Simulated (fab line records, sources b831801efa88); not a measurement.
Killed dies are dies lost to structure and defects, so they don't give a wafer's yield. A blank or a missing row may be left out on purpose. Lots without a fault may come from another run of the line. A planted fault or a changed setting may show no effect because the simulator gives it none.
fab line records | flow sfq_line
record lots=5 wafers=15 last_day=91
route steps=325 shown M4@152 I4@163
lots that met no fault: from a run of the same line without faults
start_h: hours from the record's first day to the start of the lot's first wafer shown | wait_h: hours since the lot's step before | " the same as in the row above | L1.1+2: a row that stands for several wafers | - no value, or no start given | * or withheld: withheld | < > ~ a bound
route shown NAME@n: a module of which the file shows steps, and the number in the route of the first | usual: mean/standard deviation of fault-free wafers | same: alike in all rows | chamber/n: place in a boat | sites: the reading at each site | _std_site: their standard deviation | _edge_site: outer sites' mean less inner sites' | radius_mm: how far each site lies from the wafer's centre | mask NAME#n: copy n | behind: the tool/chamber that last shaped the wafer | hold: why the lot was held/for how many hours/how that ended | device: the transistor (n, p or np) that didn't switch | end of line: the same wafers' tests at the end of the route | a step without rows: its recipe alone | killed: dies lost to structure and defects at the first sort, not the wafer's yield | map: a wafer's dies, x killed, . not, _ none there
set.NAME: the setting as run; set.NAME@STEP: as run at that earlier step | model.NAME: the simulator's own value behind a step, which no gauge read
lots at some steps of the route; a table a step, a row a wafer
services: from which hour (start_h, from the record's first day; less than 0 if before it) a tool's chamber was out of use, for how many hours, and why
## steps
# step SFQ_TRILAYER_M4_LITHO_COAT_098
# recipe resist=BARC spin_rpm=3000 resist_thk_nm=62
# step SFQ_TRILAYER_M4_LITHO_COAT_093
# recipe resist=KrF spin_rpm=3000 resist_thk_nm=600
# step SFQ_TRILAYER_M4_LITHO_SOFTBAKE_097
# recipe temp_c=withheld time_s=withheld resist=KrF
# step SFQ_TRILAYER_M4_LITHO_EXPOSE_094
# recipe mask_id=M4 na=0.6 source_shape=conventional sigma_outer=0.65 target_cd_nm=500 dose_mj=14.4
# step SFQ_TRILAYER_M4_LITHO_PEB_096
# recipe peb_temp_c=115 peb_time_s=60 resist=KrF
# step SFQ_TRILAYER_M4_LITHO_DEVELOP_095
# recipe time_s=60 resist=KrF
# step SFQ_M4_OVL_MEAS_926
# usual M4_OVL=2/6.1
# columns lot.wafer tool chamber start_h wait_h M4_OVL[nm]
L470.1 overlay-01 - 1056.76 0.1 8
L470.4 " - " " 8
L470.6 " - " " 4
L477.1 overlay-02 - 1248.81 0.1 -1
L477.2 " - " " -4
L477.5 " - " " 4
L485.3 overlay-01 - 1329.45 0.1 1
L485.4 " - " " 0
L485.5 " - " " -2
L490.3 overlay-01 - 1376.50 0.1 7
L490.4 " - " " 6
L490.5 " - " " 4
L492.2 overlay-01 - 1387.71 0.1 -3
L492.4 " - " " 1
L492.6 " - " " 1
# step SFQ_TRILAYER_M4_BARC_OPEN_METAL_ETCH_123
# recipe mask_material=PR chemistry=O2 target_depth_nm=125 target=BARC icp_w=600 bias_w=81.52 pressure_mtorr=10 time_s=41.7
# usual drypump_motor_current_A=5.9/0.42 oes_product_au=0.685/0.0046
# columns lot.wafer tool chamber start_h wait_h drypump_motor_current_A oes_product_au rf_hours_counter_h
L470.1 rie_metal-03 0 1056.80 0.0 6.1 0.686 31
L470.4 " 0 " " 6.1 0.684 -
L470.6 " 0 " " 6.1 0.695 -
L477.1 rie_metal-01 0 1248.85 0.0 6.4 0.676 112
L477.2 " 1 " " 5.9 0.688 65
L477.5 " 1 " " 5.9 0.684 -
L485.3 rie_metal-04 0 1329.49 0.0 5.1 0.678 -
L485.4 " 1 " " 5.8 0.681 -
L485.5 " 0 " " 5.1 0.695 -
L490.3 rie_metal-01 0 1376.54 0.0 6.4 0.685 -
L490.4 " 1 " " 5.9 0.686 -
L490.5 " 0 " " 6.5 0.686 -
L492.2 rie_metal-04 0 1387.74 0.0 5.1 0.686 100
L492.4 " 1 " " 5.8 0.687 -
L492.6 " 1 " " 5.8 0.689 -
# step SFQ_TRILAYER_M4_ETCH_METAL_ETCH_096
# recipe target=Nb stop_on=SiO2 mask_material=PR chemistry=Cl2/Ar target_depth_nm=240 icp_w=600 bias_w=80 pressure_mtorr=10 time_s=120
# usual drypump_motor_current_A=5.9/0.42 oes_product_au=0.895/0.0073
# columns lot.wafer tool chamber start_h wait_h drypump_motor_current_A oes_product_au rf_hours_counter_h
L470.1 rie_metal-03 0 1056.86 0.0 6.1 0.890 32
L470.4 " 0 " " 6.1 0.874 -
L470.6 " 0 " " 6.1 0.894 -
L477.1 rie_metal-01 0 1248.91 0.0 6.5 0.895 112
L477.2 " 1 " " 5.9 0.905 65
L477.5 " 1 " " 5.9 0.902 -
L485.3 rie_metal-04 0 1329.57 0.1 5.1 0.882 -
L485.4 " 1 " " 5.8 0.883 -
L485.5 " 0 " " 5.1 0.895 -
L490.3 rie_metal-01 0 1376.62 0.1 6.4 0.880 -
L490.4 " 1 " " 5.9 0.888 -
L490.5 " 0 " " 6.5 0.899 -
L492.2 rie_metal-04 0 1387.80 0.0 5.0 0.904 100
L492.4 " 1 " " 5.8 0.896 -
L492.6 " 1 " " 5.8 0.895 -
# step SFQ_TRILAYER_M4_STRIP_STRIP_097
# recipe gas=O2 power_w=200 platen_temp_c=40 overash_fraction=0.65 chemistry=O2 pressure_mtorr=50
# usual drypump_motor_current_A=5.9/0.42 oes_product_au=1.000/0.0085
# columns lot.wafer tool chamber start_h wait_h drypump_motor_current_A oes_product_au rf_hours_counter_h
L470.1 rie_metal-03 0 1056.98 0.1 6.1 1.013 32
L470.4 " 0 " " 6.1 1.021 -
L470.6 " 0 " " 6.1 1.003 -
L477.1 rie_metal-01 0 1249.03 0.1 6.5 1.005 112
L477.2 " 1 " " 5.9 1.003 65
L477.5 " 1 " " 5.9 1.004 -
L485.3 rie_metal-04 0 1329.85 0.2 5.1 1.002 -
L485.4 " 1 " " 5.8 1.002 -
L485.5 " 0 " " 5.1 1.003 -
L490.3 rie_metal-01 0 1376.90 0.2 6.5 1.002 -
L490.4 " 1 " " 5.9 0.999 -
L490.5 " 0 " " 6.5 0.997 -
L492.2 rie_metal-04 0 1387.92 0.1 5.1 0.991 100
L492.4 " 1 " " 5.9 1.001 -
L492.6 " 1 " " 5.8 1.001 -
# step SFQ_TRILAYER_M4_STRIP_SOLV_CLEAN_098
# recipe chemistry=NMP temp_c=70 time_s=600
# step SFQ_TRILAYER_I4_DEP_PECVD_099
# recipe material=SiO2 temp_c=150 time_s=111.11 pressure_torr=2.4 rf_w=183.3 precursor=SiH4/N2O target_thk_nm=500
# usual heater_power_w=72/13 rf_fwd_power_W=182.3/0.6 throttle_valve_pct=24.5/1
# columns lot.wafer tool chamber start_h wait_h heater_power_w rf_fwd_power_W throttle_valve_pct model.SiO2_of_TRILAYER_I4_DEP_PECVD_099.thk_nm
L470.1 pecvd-03 0 1057.93 0.0 72 181.9 22.5 499
L470.4 " 2 " " 78 182.0 24.3 503
L470.6 " 2 " " 81 182.1 24.2 501
L477.1 pecvd-04 2 1249.81 0.0 88 183.2 25.1 492.7
L477.2 " 1 " " 80 182.9 25.5 505.1
L477.5 " 0 " " 70 154.0 24.8 477.7
L485.3 pecvd-02 1 1330.60 0.0 51 181.7 24.7 492.6
L485.4 " 2 " " 69 181.9 25.3 497.3
L485.5 " 0 " " 62 182.0 25.2 498.4
L490.3 pecvd-04 2 1377.48 0.0 93 182.8 22.3 502.6
L490.4 " 0 " " 57 182.1 23.7 504.2
L490.5 " 1 " " 86 183.7 23.9 508
L492.2 pecvd-04 1 1388.70 0.0 82 183.1 24.2 484.8
L492.4 " 0 " " 50 182.2 23.7 500.4
L492.6 " 2 " " 93 182.4 22.0 508.1
# step SFQ_TRILAYER_I4_CMP_CMP_100
# recipe material=SiO2 down_force_psi=3 platen_rpm=60 pad_velocity_m_s=0.94248
# usual motor_current_A=10.0/1.4 time_to_endpoint_s=215/5.8
# columns lot.wafer tool chamber start_h wait_h motor_current_A time_to_endpoint_s
L470.1 cmp-01 1 1063.62 5.7 9.6 219
L470.4 " 2 " " 12.0 218
L470.6 " 1 1065.62 7.6 9.6 214
L477.2 cmp-02 2 1252.67 2.8 12.0 228
L477.1 " 0 1253.67 3.8 11.1 216
L477.5 " 1 " " 10.3 200
L485.4 cmp-01 0 1330.68 0.0 8.6 217
L485.3 " 2 1331.68 1.0 11.8 216
L485.5 " 1 1333.18 2.5 9.1 222
L490.3 cmp-02 1 1378.56 1.0 9.9 213
L490.4 " 2 " " 11.5 221
L490.5 " 0 1380.06 2.5 10.7 223
L492.2 cmp-02 3 1389.28 0.5 8.5 207
L492.4 " 0 " " 10.3 221
L492.6 " 2 1390.78 2.0 11.1 222
## services
# columns tool chamber start_h hours kind
cmp-01 - 1050.76 0.6 repair
cmp-01 - 1059.21 4.4 pm
rie_metal-04 0 1063.00 20.2 repair
pecvd-04 0 1083.77 12.1 repair
cmp-02 - 1089.76 4.0 pm
rie_metal-01 - 1103.14 1.4 pm
cmp-02 - 1107.39 6.1 pm
cmp-01 - 1110.49 1.3 repair
cmp-02 - 1116.02 0.2 repair
cmp-01 - 1132.18 4.8 pm
cmp-01 - 1139.08 0.3 repair
rie_metal-01 - 1140.41 2.8 pm
pecvd-04 - 1165.99 1.2 repair
rie_metal-03 - 1182.65 0.5 repair
pecvd-04 - 1190.39 1.1 repair
cmp-02 - 1243.16 6.0 pm
cmp-02 - 1259.80 0.6 repair
rie_metal-03 - 1268.64 2.8 pm
rie_metal-01 - 1272.33 0.2 repair
pecvd-04 - 1275.94 0.4 repair
pecvd-04 - 1278.44 1.1 repair
pecvd-04 - 1316.75 14.0 pm
rie_metal-04 - 1353.39 2.8 pm
cmp-02 - 1375.56 0.7 repair
## key
first_sign step=SFQ_TRILAYER_I4_DEP_PECVD_099 reading=rf_fwd_power_W direction=down sigmas=47 usual=182.3 struck=154.0
effect none on later readings
model_effect step=SFQ_TRILAYER_I4_DEP_PECVD_099 value=SiO2_of_TRILAYER_I4_DEP_PECVD_099.thk_nm without=503.3 struck=477.7
met_at SFQ_TRILAYER_I4_DEP_PECVD_099
struck_wafers L477.5
fault kind=process_parameter_drift tool=pecvd-04 chamber=0 onset_h=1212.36 steps=SFQ_TRILAYER_I4_DEP_PECVD_099 channel=rf_w offset=-29.328 shape=step end_h=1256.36 acts_in=these_recipes_only stated=183.3
